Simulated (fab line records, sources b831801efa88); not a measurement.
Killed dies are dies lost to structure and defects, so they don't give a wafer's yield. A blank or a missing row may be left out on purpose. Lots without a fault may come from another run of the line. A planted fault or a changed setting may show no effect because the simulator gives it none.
fab line records | flow gf180mcu
record lots=12 wafers=36 last_day=34
route steps=602 shown VT_IMPLANT@135 PSD@261 NSD@262 CONTACT@301
lots that met no fault: from a run of the same line without faults
start_h: hours from the record's first day to the start of the lot's first wafer shown | wait_h: hours since the lot's step before | " the same as in the row above | L1.1+2: a row that stands for several wafers | - no value, or no start given | * or withheld: withheld | < > ~ a bound
route shown NAME@n: a module of which the file shows steps, and the number in the route of the first | usual: mean/standard deviation of fault-free wafers | same: alike in all rows | chamber/n: place in a boat | sites: the reading at each site | _std_site: their standard deviation | _edge_site: outer sites' mean less inner sites' | radius_mm: how far each site lies from the wafer's centre | mask NAME#n: copy n | behind: the tool/chamber that last shaped the wafer | hold: why the lot was held/for how many hours/how that ended | device: the transistor (n, p or np) that didn't switch | end of line: the same wafers' tests at the end of the route | a step without rows: its recipe alone | killed: dies lost to structure and defects at the first sort, not the wafer's yield | map: a wafer's dies, x killed, . not, _ none there
set.NAME: the setting as run; set.NAME@STEP: as run at that earlier step | model.NAME: the simulator's own value behind a step, which no gauge read
steps of the route over a sample of lots; a table a step, a row a wafer
services: from which hour (start_h, from the record's first day; less than 0 if before it) a tool's chamber was out of use, for how many hours, and why
## steps
# step GF_VT_IMPLANT_RTA_45
# recipe temp_c=1050 time_s=30 ambient=N2
# usual lamp_power_pct=34.5/1.5 wafer_temp_C_max=1055.4/2.2
# columns lot.wafer tool chamber start_h wait_h lamp_power_pct wafer_temp_C_max
L126.2 rtp_anneal-02 0 155.59 0.0 36.1 1053.7
L126.5 " 0 " " 36.2 1053.1
L126.6 " 0 " " 36.1 1054.0
L127.3 rtp_anneal-02 0 163.05 0.0 36.2 1053.7
L127.4 " 0 " " 36.1 1052.8
L127.6 " 0 " " 36.2 1052.4
L128.1 rtp_anneal-02 0 167.56 0.0 36.2 1053.4
L128.3 " 0 " " 36.2 1052.4
L128.6 " 0 " " 36.2 1052.8
L131.1 rtp_anneal-02 0 200.77 0.0 36.2 1053.9
L131.2 " 0 " " 36.2 1053.2
L131.3 " 0 " " 36.2 1052.6
L133.2 rtp_anneal-01 0 206.14 0.0 33.1 1056.4
L133.3 " 0 " " 33.1 1058.8
L133.4 " 0 " " 33.1 1060.0
L138.1 rtp_anneal-01 0 233.37 0.0 33.1 1057.0
L138.4 " 0 " " 33.1 1058.2
L138.5 " 0 " " 33.1 1054.4
L139.3 rtp_anneal-01 0 242.50 0.0 33.1 1056.1
L139.4 " 0 " " 33.1 1058.2
L139.6 " 0 " " 33.1 1058.9
L140.3 rtp_anneal-01 0 250.70 0.0 33.1 1055.9
L140.5 " 0 " " 33.1 1055.8
L140.6 " 0 " " 33.1 1055.7
L141.1 rtp_anneal-01 0 256.10 0.0 33.1 1057.5
L141.2 " 0 " " 33.1 1058.5
L141.4 " 0 " " 33.1 1058.0
L144.3 rtp_anneal-02 0 276.25 0.0 36.1 1053.9
L144.5 " 0 " " 36.2 1053.4
L144.6 " 0 " " 36.2 1053.1
L148.1 rtp_anneal-01 0 304.22 0.0 33.1 1056.6
L148.2 " 0 " " 33.1 1057.4
L148.4 " 0 " " 33.1 1056.4
L149.3 rtp_anneal-02 0 307.13 0.0 36.2 1054.2
L149.5 " 0 " " 36.2 1052.7
L149.6 " 0 " " 36.2 1054.2
# step GF_PSD_RTA_13
# recipe temp_c=1025 time_s=20 ambient=N2
# usual lamp_power_pct=33.0/1.5 wafer_temp_C_max=1030.1/1.9
# columns lot.wafer tool chamber start_h wait_h lamp_power_pct wafer_temp_C_max
L126.2 rtp_anneal-01 0 319.09 0.0 31.6 1031.0
L126.5 " 0 " " 31.7 1031.6
L126.6 " 0 " " 31.7 1028.9
L127.3 rtp_anneal-01 0 338.97 0.0 31.7 1031.5
L127.4 " 0 " " 31.7 1031.6
L127.6 " 0 " " 31.7 1030.4
L128.1 rtp_anneal-02 0 339.94 0.0 34.6 1028.9
L128.3 " 0 " " 34.6 1027.7
L128.6 " 0 " " 34.6 1027.8
L131.1 rtp_anneal-02 0 371.09 0.0 34.6 1027.6
L131.2 " 0 " " 34.7 1027.4
L131.3 " 0 " " 34.6 1027.7
L133.2 rtp_anneal-01 0 381.31 0.0 31.8 1031.2
L133.3 " 0 " " 31.7 1031.7
L133.4 " 0 " " 31.7 1031.4
L138.1 rtp_anneal-02 0 418.14 0.0 34.6 1029.0
L138.4 " 0 " " 34.6 1028.1
L138.5 " 0 " " 34.6 1028.5
L139.3 rtp_anneal-01 0 426.22 0.0 32.4 1040.0
L139.4 " 0 " " 32.4 1039.2
L139.6 " 0 " " 32.4 1041.0
L140.3 rtp_anneal-01 0 439.00 0.0 32.5 1038.4
L140.5 " 0 " " 32.4 1039.3
L140.6 " 0 " " 32.4 1041.2
L141.1 rtp_anneal-02 0 443.14 0.0 34.6 1027.8
L141.2 " 0 " " 34.6 1027.7
L141.4 " 0 " " 34.6 1028.9
L144.3 rtp_anneal-02 0 466.86 0.0 34.6 1028.3
L144.5 " 0 " " 34.6 1028.0
L144.6 " 0 " " 34.6 1028.2
L148.1 rtp_anneal-02 0 498.94 0.0 34.6 1028.1
L148.2 " 0 " " 34.7 1029.3
L148.4 " 0 " " 34.6 1027.2
L149.3 rtp_anneal-02 0 504.65 0.0 34.6 1028.2
L149.5 " 0 " " 34.6 1028.3
L149.6 " 0 " " 34.6 1029.1
# step GF_PSD_RS_MEAS_14
# recipe thk_meas_gauge=four-point-probe
# usual NSD_RS=46.13/0.081
# columns lot.wafer tool chamber start_h wait_h NSD_RS[ohm/sq]
L126.2 film_metro-01 - 319.18 0.1 45.99
L126.5 " - " " 46.09
L126.6 " - " " 46.08
L127.3 film_metro-03 - 339.06 0.1 46.05
L127.4 " - " " 46.00
L127.6 " - " " 46.08
L128.1 film_metro-02 - 340.02 0.1 46.06
L128.3 " - " " 46.04
L128.6 " - " " 46.15
L131.1 film_metro-03 - 371.18 0.1 46.00
L131.2 " - " " 46.06
L131.3 " - " " 46.06
L133.2 film_metro-01 - 381.39 0.1 46.11
L133.3 " - " " 46.15
L133.4 " - " " 46.26
L138.1 film_metro-01 - 418.22 0.1 46.00
L138.4 " - " " 46.19
L138.5 " - " " 46.15
L139.3 film_metro-02 - 426.32 0.1 44.73
L139.4 " - " " 44.76
L139.6 " - " " 44.68
L140.3 film_metro-01 - 439.09 0.1 44.82
L140.5 " - " " 44.94
L140.6 " - " " 44.70
L141.1 film_metro-03 - 443.22 0.1 46.14
L141.2 " - " " 46.15
L141.4 " - " " 46.11
L144.3 film_metro-01 - 466.96 0.1 46.12
L144.5 " - " " 46.15
L144.6 " - " " 46.12
L148.1 film_metro-03 - 499.03 0.1 46.09
L148.2 " - " " 46.14
L148.4 " - " " 46.16
L149.3 film_metro-01 - 504.74 0.1 46.19
L149.5 " - " " 46.31
L149.6 " - " " 46.14
# step GF_PSD_RS_MEAS_15
# recipe thk_meas_gauge=four-point-probe
# usual PSD_RS=108.59/0.29
# columns lot.wafer tool chamber start_h wait_h PSD_RS[ohm/sq]
L126.2 film_metro-01 - 319.30 0.1 108.60
L126.5 " - " " 108.49
L126.6 " - " " 108.52
L127.3 film_metro-03 - 339.18 0.1 108.16
L127.4 " - " " 108.39
L127.6 " - " " 108.40
L128.1 film_metro-02 - 340.14 0.1 108.21
L128.3 " - " " 108.31
L128.6 " - " " 108.24
L131.1 film_metro-03 - 371.30 0.1 108.21
L131.2 " - " " 108.19
L131.3 " - " " 108.22
L133.2 film_metro-01 - 381.51 0.1 108.73
L133.3 " - " " 108.69
L133.4 " - " " 108.55
L138.1 film_metro-01 - 418.34 0.1 108.47
L138.4 " - " " 108.55
L138.5 " - " " 108.53
L139.3 film_metro-02 - 426.44 0.1 103.50
L139.4 " - " " 103.73
L139.6 " - " " 103.34
L140.3 film_metro-01 - 439.21 0.1 103.17
L140.5 " - " " 103.67
L140.6 " - " " 103.51
L141.1 film_metro-03 - 443.34 0.1 108.82
L141.2 " - " " 108.66
L141.4 " - " " 108.75
L144.3 film_metro-01 - 467.08 0.1 108.70
L144.5 " - " " 108.83
L144.6 " - " " 108.56
L148.1 film_metro-03 - 499.15 0.1 108.69
L148.2 " - " " 108.76
L148.4 " - " " 108.60
L149.3 film_metro-01 - 504.86 0.1 108.78
L149.5 " - " " 108.91
L149.6 " - " " 108.69
# step GF_CONTACT_CD_MEAS_14
# recipe target_cd_nm=220
# usual cd_nm=219.8/1.4
# columns lot.wafer tool chamber start_h wait_h cd_nm
L126.2 cd_sem-01 - 364.22 0.1 219.5
L126.5 " - " " 219.7
L126.6 " - " " 219.7
L127.3 cd_sem-01 - 385.10 0.1 217.6
L127.4 " - " " 218.8
L127.6 " - " " 218.3
L128.1 cd_sem-02 - 386.90 0.1 219.4
L128.3 " - " " 219.0
L128.6 " - " " 219.1
L131.1 cd_sem-02 - 417.97 0.1 218.1
L131.2 " - " " 217.1
L131.3 " - " " 217.6
L133.2 cd_sem-01 - 429.64 0.1 220.8
L133.3 " - " " 219.3
L133.4 " - " " 220.6
L138.1 cd_sem-02 - 467.80 0.1 217.8
L138.4 " - " " 219.6
L138.5 " - " " 218.3
L139.3 cd_sem-02 - 477.34 0.1 222.5
L139.4 " - " " 222.6
L139.6 " - " " 222.5
L140.3 cd_sem-01 - 490.14 0.1 221.7
L140.5 " - " " 221.2
L140.6 " - " " 219.9
L141.1 cd_sem-01 - 493.82 0.1 219.3
L141.2 " - " " 220.5
L141.4 " - " " 221.1
L144.3 cd_sem-01 - 516.49 0.1 221.6
L144.5 " - " " 221.0
L144.6 " - " " 220.4
L148.1 cd_sem-02 - 546.77 0.1 221.9
L148.2 " - " " 221.4
L148.4 " - " " 221.5
L149.3 cd_sem-01 - 550.64 0.1 219.8
L149.5 " - " " 218.6
L149.6 " - " " 218.9
# step GF_CONTACT_ETCH_16
# recipe chemistry=N2/H2 target_depth_a=withheld overetch_a=withheld time_s=withheld target=BARC ion_energy_ev=200 source_w=500 bias_w=100 pressure_mtorr=30 n2_flow_sccm=100 h2_flow_sccm=200
# usual chamber_pressure_mTorr=29.996/0.029 drypump_motor_current_A=5.9/0.4 oes_product_au=0.855/0.005 throttle_valve_pct=13.224/0.0089
# columns lot.wafer tool chamber start_h wait_h chamber_pressure_mTorr drypump_motor_current_A oes_product_au throttle_valve_pct
L126.2 rie_diel-01 0 364.36 0.0 30.033 6.2 0.849 13.216
L126.5 " 0 " " 30.046 6.3 0.857 13.232
L126.6 " 1 " " 30.000 6.1 0.851 13.226
L127.3 rie_diel-02 3 385.21 0.0 29.964 6.0 0.854 13.224
L127.4 " 0 " " 29.982 6.0 0.860 13.224
L127.6 " 3 " " 30.005 6.0 0.857 13.236
L128.1 rie_diel-03 2 387.06 0.0 29.961 5.4 0.847 13.214
L128.3 " 3 " " 30.010 5.2 0.859 13.223
L128.6 " 2 " " 29.996 5.4 0.856 13.213
L131.1 rie_diel-03 1 418.13 0.0 29.975 5.5 0.851 13.220
L131.2 " 3 " " 29.999 5.2 0.860 13.213
L131.3 " 0 " " 30.030 5.4 0.852 13.231
L133.2 rie_diel-01 1 429.78 0.0 29.967 6.1 0.853 13.213
L133.3 " 0 " " 29.990 6.2 0.854 13.234
L133.4 " 2 " " 29.997 6.2 0.860 13.221
L138.1 rie_diel-02 2 467.96 0.0 29.960 5.6 0.852 13.233
L138.4 " 0 " " 29.990 6.0 0.861 13.229
L138.5 " 1 " " 29.952 5.9 0.852 13.213
L139.3 rie_diel-01 0 477.46 0.0 30.041 6.3 0.852 13.232
L139.4 " 3 " " 29.976 6.4 0.852 13.221
L139.6 " 0 " " 30.025 6.3 0.852 13.220
L140.3 rie_diel-01 1 490.26 0.0 30.000 6.1 0.857 13.229
L140.5 " 3 " " 30.026 6.4 0.860 13.219
L140.6 " 2 " " 29.927 6.1 0.856 13.226
L141.1 rie_diel-01 3 493.97 0.0 29.923 6.4 0.859 13.231
L141.2 " 1 " " 29.992 6.1 0.855 13.232
L141.4 " 2 " " 29.979 6.2 0.857 13.208
L144.3 rie_diel-02 2 516.61 0.0 29.965 5.6 0.858 13.222
L144.5 " 0 " " 29.984 6.1 0.855 13.236
L144.6 " 2 " " 30.008 5.6 0.856 13.218
L148.1 rie_diel-03 2 546.92 0.0 29.990 5.4 0.851 13.235
L148.2 " 0 " " 29.962 5.3 0.853 13.233
L148.4 " 3 " " 29.976 5.2 0.854 13.219
L149.3 rie_diel-03 1 550.76 0.0 30.003 5.5 0.852 13.234
L149.5 " 0 " " 29.989 5.3 0.852 13.210
L149.6 " 3 " " 30.011 5.2 0.856 13.238
## services
# columns tool chamber start_h hours kind
rie_diel-01 0 163.93 4.8 repair
rie_diel-02 3 171.74 5.6 repair
rie_diel-03 3 186.35 11.5 repair
rtp_anneal-01 - 189.86 6.7 pm
rie_diel-01 2 195.36 3.0 repair
rie_diel-01 2 202.41 2.0 repair
rie_diel-01 3 209.99 1.3 repair
rie_diel-01 3 242.26 12.6 repair
rie_diel-01 2 248.36 10.2 repair
rie_diel-02 - 268.60 1.0 repair
rie_diel-03 - 270.96 14.6 pm
rie_diel-03 1 297.92 6.2 repair
rie_diel-03 0 335.36 4.8 repair
rie_diel-01 3 336.44 2.8 repair
rie_diel-03 2 361.70 3.0 repair
rie_diel-02 3 388.75 2.9 repair
rie_diel-01 1 390.33 8.8 repair
rie_diel-03 0 390.74 2.4 repair
rie_diel-01 0 437.44 2.5 repair
rtp_anneal-02 - 455.08 4.1 pm
rie_diel-03 3 458.75 7.5 repair
rie_diel-03 - 460.73 0.5 repair
rie_diel-01 1 467.12 5.3 repair
rie_diel-03 1 494.63 4.1 repair
## key
first_sign step=GF_PSD_RTA_13 reading=wafer_temp_C_max direction=up sigmas=5 usual=* struck=*
effect step=GF_PSD_RS_MEAS_14 reading=NSD_RS direction=down sigmas=17 usual=46.13 struck=44.77
effect step=GF_PSD_RS_MEAS_15 reading=PSD_RS direction=down sigmas=18 usual=108.59 struck=103.49
met_at GF_PSD_RTA_13
struck_lots L139,L140
tester_left_out L139,L140
not_acting_at GF_VT_IMPLANT_RTA_45,GF_CONTACT_CD_MEAS_14,GF_CONTACT_ETCH_16
onset_between 381.31 426.22
fault kind=process_parameter_drift tool=rtp_anneal-01 chamber=- onset_h=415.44 steps=GF_PSD_RTA_13 channel=temp_c offset=* shape=step end_h=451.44 acts_in=* stated=*
# tester_left_out: of these lots the tester's yield and bins aren't shown, on N5 and GAA mostly nor the transistor test; their killed dies are dies lost to structure and defects alone, not to doping, threshold or leakage, so they don't give the yield
